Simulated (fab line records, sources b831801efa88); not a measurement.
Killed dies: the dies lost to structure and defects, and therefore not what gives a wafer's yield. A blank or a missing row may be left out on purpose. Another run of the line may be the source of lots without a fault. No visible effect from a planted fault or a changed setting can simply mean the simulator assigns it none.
Chamber matching	flow gf180mcu	GF_V4_CMP_04 on cmp-01 has 4 sister chambers
The step polishes SiO2. 14 wafers are shown with their chamber, then 7 later ones without.

WAFERS, EACH WITH ITS CHAMBER
wafer	chamber	motorCurrentA (A)	timeToEndpointS (s)
L742.1	1	12.7	74
L742.3	2	12.5	83
L742.4	3	13.7	88
L745.1	2	13.0	88
L745.2	3	14.4	83
L745.6	0	12.8	85
L746.2	1	12.7	72
L746.3	2	13.2	83
L746.5	0	12.1	79
L749.3	3	13.8	90
L749.5	1	12.7	85
L749.6	2	13.4	99
L757.2	0	12.5	92
L757.4	1	12.8	92

SIGNATURES (averages over the wafers above)
reading	chamber 0	chamber 1	chamber 2	chamber 3	scatter within a chamber
motorCurrentA	12.467	12.725	13.025	13.967	0.314
timeToEndpointS	85.33	80.75	88.25	87.00	7.4
Rule: for a wafer and a chamber, the distance is found by dividing, reading by reading, the gap between the wafer's reading and the chamber's mean by the reading's scatter, squaring, summing and taking the root. The wafer belongs to the nearest chamber; if the next one is less than 2 further off, it can't be placed. The scatter is the square root of a quotient: the sum, over the shown wafers, of each reading's squared deviation from its chamber's mean, divided by wafers minus chambers.

WAFERS WHOSE CHAMBER IS MISSING
wafer	motorCurrentA (A)	timeToEndpointS (s)
L757.5	13.3	87
L759.2	13.5	94
L759.3	12.5	84
L759.5	13.8	96
L760.1	13.9	84
L760.5	13.0	80
L760.6	12.3	90

EACH ONE'S CHAMBER
wafer	from the rows above	in truth
L757.5	can't be placed: 2 or 1 or 3 or 0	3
L759.2	can't be placed: 2 or 3 or 1 or 0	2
L759.3	can't be placed: 0 or 1 or 2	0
L759.5	can't be placed: 3 or 2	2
L760.1	3	3
L760.5	can't be placed: 1 or 2 or 0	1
L760.6	can't be placed: 0 or 1 or 2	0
Correct placement for 1 of the 7. From these rows, 6 cannot be placed; in 6 the true chamber is one of the candidates. 0 placed wrongly.
